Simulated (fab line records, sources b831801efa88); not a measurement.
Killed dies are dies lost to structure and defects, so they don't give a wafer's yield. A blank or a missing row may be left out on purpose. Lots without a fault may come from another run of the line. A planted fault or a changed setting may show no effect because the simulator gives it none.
Which tool did it? | flow gf180mcu | 6 lots, 18 wafers sampled, at 2 steps of a route of 602

WHAT THE GAUGES READ, wafer by wafer
GF_HV_LDD_CD_MEAS_31: target cd 400 nm.
lot  | measured     | on        | cd_nm (nm)
L122 | day 11 10:56 | cd_sem-02 | 399.6 400.8 398.7
L125 | day 12 09:51 | cd_sem-02 | 398.9 398.1 399.0
L130 | day 14 19:59 | cd_sem-01 | 395.5 394.7 395.7
L132 | day 15 16:52 | cd_sem-02 | 400.9 401.6 397.3
L139 | day 17 20:41 | cd_sem-02 | 423.5 423.2 424.8
L143 | day 18 17:50 | cd_sem-01 | 398.8 401.7 400.3

WHICH TOOL RAN EACH LOT (tool, then ch and the chambers of the sampled wafers, then the start)
lot  | GF_HV_LDD_EXPOSE_28
L122 | iline_stepper-01 ch 0, day 11 02:11
L125 | iline_stepper-02 ch 0, day 12 00:36
L130 | iline_stepper-01 ch 0, day 14 10:07
L132 | iline_stepper-01 ch 0, day 15 06:02
L139 | iline_stepper-01 ch 0, day 17 09:14
L143 | iline_stepper-02 ch 0, day 18 06:44
- GF_HV_LDD_EXPOSE_28: exposes mask Nplus HV AREA, target cd 400 nm.

THE ANSWER, worked out from the rows above alone
Rule: what is usual is taken from the lots themselves. Put in order of their means at a reading, lots are off if they are a third of the lots or fewer, leave a main group of 4 or more, and stand apart from it by a gap of 3 or more times the standard deviation of the main group's means; of several such gaps the widest counts. A main group whose means are all the same, to the digits that the tables above print for the reading, isn't used. A lot without any number at a reading at which 4 lots or more have one is off too. The other lots that the step has rows for count as sound.
Off: L139, at GF_HV_LDD_CD_MEAS_31 (cd_nm). The main group: mean 398.8 nm, standard deviation 1.8.
A tool fits if, at a process step before that reading, it ran every lot that is off, and no sound lot after the first of them. The gauges at GF_HV_LDD_CD_MEAS_31 are tried like those tools. Can't be told from this: 2 tools fit, iline_stepper-01 at GF_HV_LDD_EXPOSE_28, cd_sem-02 at GF_HV_LDD_CD_MEAS_31.

WHAT THE SIMULATOR HAD PUT IN
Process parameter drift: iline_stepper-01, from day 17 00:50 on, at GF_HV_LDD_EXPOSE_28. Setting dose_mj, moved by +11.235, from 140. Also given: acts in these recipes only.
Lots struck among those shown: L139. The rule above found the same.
